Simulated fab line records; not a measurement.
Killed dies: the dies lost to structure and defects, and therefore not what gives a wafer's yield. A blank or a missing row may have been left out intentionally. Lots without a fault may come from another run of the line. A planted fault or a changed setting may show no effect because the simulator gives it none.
Matching of chambers + flow sky130 + cmp-02 running SKY_VIA2_CMP_24: 4 sister chambers
The step polishes, stops on SiO2, t overpolish 20 s, target thk 0 nm. 4 wafers are shown with their chamber, then 11 later ones without.

== WAFERS WITH THEIR CHAMBER ==
| wafer  | chamber | motorCurrentA (A) |
|--------|---------|-------------------|
| L084.2 | 2       | 10.0              |
| L090.3 | 0       | 8.9               |
| L091.2 | 3       | 10.8              |
| L092.1 | 1       | 10.4              |

== WAFERS MISSING THEIR CHAMBER ==
| wafer  | motorCurrentA (A) |
|--------|-------------------|
| L092.2 | 9.7               |
| L092.6 | 10.7              |
| L093.1 | 10.2              |
| L093.5 | 10.0              |
| L093.6 | 10.6              |
| L096.1 | 10.7              |
| L096.2 | 9.7               |
| L096.5 | 10.0              |
| L097.1 | 9.3               |
| L097.2 | 10.6              |
| L097.4 | 9.9               |

== WHICH CHAMBER EACH ONE RAN IN ==
| wafer  | from the rows above          | in truth |
|--------|------------------------------|----------|
| L092.2 | can't be placed: 2 or 1      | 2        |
| L092.6 | can't be placed: 3 or 1      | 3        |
| L093.1 | can't be placed: 2 or 1 or 3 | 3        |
| L093.5 | can't be placed: 2 or 1      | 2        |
| L093.6 | can't be placed: 1 or 3 or 2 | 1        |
| L096.1 | can't be placed: 3 or 1      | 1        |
| L096.2 | can't be placed: 2 or 1      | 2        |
| L096.5 | can't be placed: 2 or 1      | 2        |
| L097.1 | can't be placed: 0 or 2      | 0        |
| L097.2 | can't be placed: 1 or 3 or 2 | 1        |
| L097.4 | can't be placed: 2 or 1      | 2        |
Correctly placed: 0 of 11. These rows do not allow placing 11 (true chamber among the candidates in 11). Number placed wrongly: 0.
How it was worked out, from the rows above alone: a wafer's distance from a chamber is the root of the sum, over the readings, of the square of ((its reading less the chamber's mean) divided by the reading's scatter). The wafer belongs to the nearest chamber; if the next one is less than 2 further off, it can't be placed. Each chamber's mean is taken over the wafers shown for it. The scatter (one wafer shown for each chamber): square how far every hidden wafer sits from the nearest shown wafer, average those squares and take the square root.
